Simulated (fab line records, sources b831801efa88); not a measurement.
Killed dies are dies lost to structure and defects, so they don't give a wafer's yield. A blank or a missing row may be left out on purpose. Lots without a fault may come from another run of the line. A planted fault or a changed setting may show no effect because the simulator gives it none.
A struck lot beside a sound one | flow sky130 | 15 steps out of a route of 708
Sound: wafers L220.1, L220.2, L220.3. Struck: wafer L223.3. (L223.2, L223.4 of the same lot were not struck and are left out.) The cause comes at the end.
At each step with rows: each side's tool, then ch and its chambers, then its first start. Under that, the readings that differ: sound wafers | struck wafers | difference of the means | sigmas: that difference in standard deviations of wafers without a fault.
alike: readings whose means differ by less than 2 such deviations, and words and numbers that are the same on both sides. not compared: withheld readings, readings that some wafer has no value for, bounds like >300 that may hide the same value, and numbers for which the record gives no deviation and whose values overlap.
The two part at a step that has a row with sigmas, a row that says differs or no value, or rows on one side only. Numbers that don't overlap but have no deviation are shown without sigmas and don't part them. A reading that every wafer of one side lacks parts them only if that side has two wafers or more.

first, 1 step without rows for these wafers: SKY_VT_ADJUST_NCORE_DEVELOP_06 (develop time 60 s).
SKY_VT_ADJUST_NCORE_CD_MEAS_07: target cd 380 nm.
  sound on cd_sem-01, day 10 20:34; struck on cd_sem-01, day 11 06:53
  alike: cd_nm
SKY_VT_ADJUST_NCORE_OVL_MEAS_08:
  sound on overlay-02, day 10 20:41; struck on overlay-01, day 11 07:00
  alike: VT_ADJUST_NCORE_OVL
then, 1 step without rows for these wafers: SKY_VT_ADJUST_NCORE_IMPLANT_09.
SKY_VT_ADJUST_NCORE_STRIP_10: strips in O2/N2.
  sound on plasma_asher-01 ch 0,1, day 10 20:53; struck on plasma_asher-01 ch 1, day 11 07:11
  alike: drypump_motor_current_A, oes_product_au, strip_time_to_endpoint_s
  not compared: rf_hours_counter_h
SKY_VT_ADJUST_NCORE_TW_MEAS_11:
  sound on film_metro-04, day 10 20:59; struck on film_metro-03, day 11 07:17
  reading            | sound       | struck | difference | sigmas
  VT_ADJUST_NCORE_TW | 221 221 220 | 213    | -8         | -2
then, 6 steps without rows for these wafers: SKY_VT_ADJUST_HVTR_DEHYDRATE_00 (time 60 s); SKY_VT_ADJUST_HVTR_HMDS_01 (prime time 60 s); SKY_VT_ADJUST_HVTR_COAT_02 (resist thk 1140 nm); SKY_VT_ADJUST_HVTR_SOFTBAKE_03 (time 60 s); SKY_VT_ADJUST_HVTR_EXPOSE_04 (exposes mask HVTRM, target cd 380 nm); SKY_VT_ADJUST_HVTR_PEB_05.
SKY_VT_ADJUST_HVTR_DEVELOP_06: develop time 60 s.
  sound on litho_track-04 ch 0, day 11 20:34; struck on litho_track-02 ch 0, day 12 07:18
SKY_VT_ADJUST_HVTR_CD_MEAS_07: target cd 380 nm.
  sound on cd_sem-02, day 11 20:43; struck on cd_sem-02, day 12 07:26
  reading    | sound             | struck | difference | sigmas
  cd_nm (nm) | 377.3 378.7 379.7 | 400.6  | +22.0      | +9
SKY_VT_ADJUST_HVTR_OVL_MEAS_08:
  sound on overlay-02, day 11 20:50; struck on overlay-02, day 12 07:33
  reading                 | sound          | struck | difference | sigmas
  VT_ADJUST_HVTR_OVL (nm) | -3.1 -1.5 -2.6 | 2.0    | +4.4       | +4

WHERE THEY PART
First at SKY_VT_ADJUST_NCORE_TW_MEAS_11; last, within this record, at SKY_VT_ADJUST_HVTR_OVL_MEAS_08.

WHY: what the simulator had put in
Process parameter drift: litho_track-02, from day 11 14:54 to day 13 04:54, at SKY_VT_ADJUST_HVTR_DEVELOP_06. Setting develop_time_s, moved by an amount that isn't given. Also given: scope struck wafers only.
